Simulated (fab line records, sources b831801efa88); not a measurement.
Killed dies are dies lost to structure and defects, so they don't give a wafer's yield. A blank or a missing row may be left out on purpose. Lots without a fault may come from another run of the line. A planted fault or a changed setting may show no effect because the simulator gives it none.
fab line records | flow sfq_line
record lots=15 wafers=45 last_day=81
route steps=325 shown M2@101
lots that met no fault: from a run of the same line without faults
start_h: hours from the record's first day to the start of the lot's first wafer shown | wait_h: hours since the lot's step before | " the same as in the row above | L1.1+2: a row that stands for several wafers | - no value, or no start given | * or withheld: withheld | < > ~ a bound
route shown NAME@n: a module of which the file shows steps, and the number in the route of the first | usual: mean/standard deviation of fault-free wafers | same: alike in all rows | chamber/n: place in a boat | sites: the reading at each site | _std_site: their standard deviation | _edge_site: outer sites' mean less inner sites' | radius_mm: how far each site lies from the wafer's centre | mask NAME#n: copy n | behind: the tool/chamber that last shaped the wafer | hold: why the lot was held/for how many hours/how that ended | device: the transistor (n, p or np) that didn't switch | end of line: the same wafers' tests at the end of the route | a step without rows: its recipe alone | killed: dies lost to structure and defects at the first sort, not the wafer's yield | map: a wafer's dies, x killed, . not, _ none there
set.NAME: the setting as run; set.NAME@STEP: as run at that earlier step | model.NAME: the simulator's own value behind a step, which no gauge read
steps of the route over a sample of lots; a table a step, a row a wafer
services: from which hour (start_h, from the record's first day; less than 0 if before it) a tool's chamber was out of use, for how many hours, and why
## steps
# step SFQ_TRILAYER_M2_STRIP_STRIP_061
# recipe gas=O2 power_w=200 platen_temp_c=40 overash_fraction=0.65 chemistry=O2 pressure_mtorr=50
# usual chamber_pressure_mTorr=50.01/0.043 drypump_motor_current_A=5.92/0.3 oes_product_au=1.004/0.011
# columns lot.wafer tool chamber start_h wait_h chamber_pressure_mTorr drypump_motor_current_A oes_product_au rf_hours_counter_h
L309.3 rie_metal-03 1 542.33 0.5 50.05 6.26 1.017 -
L309.4 " 1 " " 50.05 6.25 1.019 -
L309.5 " 1 " " 49.97 6.27 1.016 -
L310.3 rie_metal-01 0 545.54 0.2 50.00 5.81 0.983 -
L310.4 " 1 " " 50.01 5.70 0.985 -
L310.5 " 0 " " 50.00 5.79 1.001 -
L313.4 rie_metal-04 0 711.04 0.2 49.93 6.32 1.023 -
L313.5 " 0 " " 50.03 6.33 1.016 -
L313.6 " 1 " " 50.03 5.71 1.016 -
L316.1 rie_metal-01 0 721.64 0.1 - - - -
L316.2 " 1 " " - - - -
L316.4 " 1 " " - - - -
L317.1 rie_metal-03 0 727.64 0.1 - - - -
L317.3 " 0 " " - - - -
L317.5 " 0 " " - - - -
L318.1 rie_metal-04 1 728.84 0.1 - - - -
L318.3 " 0 " " - - - -
L318.4 " 1 " " - - - -
L320.2 rie_metal-01 1 737.08 0.1 50.07 5.72 0.996 164
L320.3 " 1 " " 50.01 5.72 0.994 -
L320.6 " 1 " " 50.04 5.72 0.993 -
L322.1 rie_metal-03 0 739.48 0.1 50.04 5.55 0.997 129
L322.2 " 1 " " 49.97 6.29 1.012 95
L322.6 " 0 " " 49.96 5.53 1.001 -
L323.3 rie_metal-01 0 744.77 0.2 50.06 5.77 0.987 -
L323.4 " 1 " " 50.03 5.71 0.998 -
L323.6 " 1 " " 49.96 5.73 0.997 -
L326.1 rie_metal-01 0 748.17 0.1 50.01 5.77 0.998 129
L326.3 " 1 " " 50.00 5.78 0.991 -
L326.5 " 1 " " 50.01 5.74 0.998 -
L327.2 rie_metal-04 0 749.37 0.1 49.99 6.34 1.010 19
L327.3 " 1 " " 50.08 5.70 1.004 -
L327.5 " 0 " " 50.05 6.32 1.001 -
L328.2 rie_metal-03 1 750.57 0.1 49.99 6.33 1.024 97
L328.4 " 1 " " 49.96 6.31 1.018 -
L328.5 " 1 " " 49.93 6.29 1.019 -
L329.1 rie_metal-04 0 752.97 0.1 50.04 6.34 1.004 20
L329.2 " 1 " " 49.98 5.68 1.004 118
L329.3 " 0 " " 50.02 6.32 1.014 -
L330.1 rie_metal-03 1 754.17 0.1 49.95 6.34 1.008 97
L330.4 " 0 " " 50.00 5.55 0.997 -
L330.5 " 1 " " 49.99 6.30 0.997 -
L331.2 rie_metal-01 1 755.37 0.1 49.97 5.73 0.992 166
L331.4 " 0 " " 49.98 5.78 0.989 -
L331.5 " 1 " " 50.03 5.74 1.000 -
## services
# columns tool chamber start_h hours kind
rie_metal-03 1 531.38 1.5 repair
rie_metal-01 - 533.91 2.8 pm
rie_metal-01 - 572.83 2.1 repair
rie_metal-04 0 585.07 8.9 repair
rie_metal-04 0 593.99 - clean
rie_metal-04 0 593.99 35.8 scheduled_down
rie_metal-04 0 593.99 35.8 vent_cycle
rie_metal-04 - 603.92 14.6 pm
rie_metal-01 - 652.68 4.0 pm
rie_metal-04 - 670.93 1.4 pm
rie_metal-01 0 679.05 3.2 repair
rie_metal-03 1 718.17 6.1 repair
## key
first_sign step=SFQ_TRILAYER_M2_STRIP_STRIP_061 reading=tool_record direction=missing
effect none on later readings
met_at SFQ_TRILAYER_M2_STRIP_STRIP_061
struck_lots L316,L317,L318
onset_between 711.04 721.64
fault kind=skipped_step_whole tool=rie_metal-01,rie_metal-03,rie_metal-04 chamber=- onset_h=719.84 steps=SFQ_TRILAYER_M2_STRIP_STRIP_061 scope=struck_lots_only
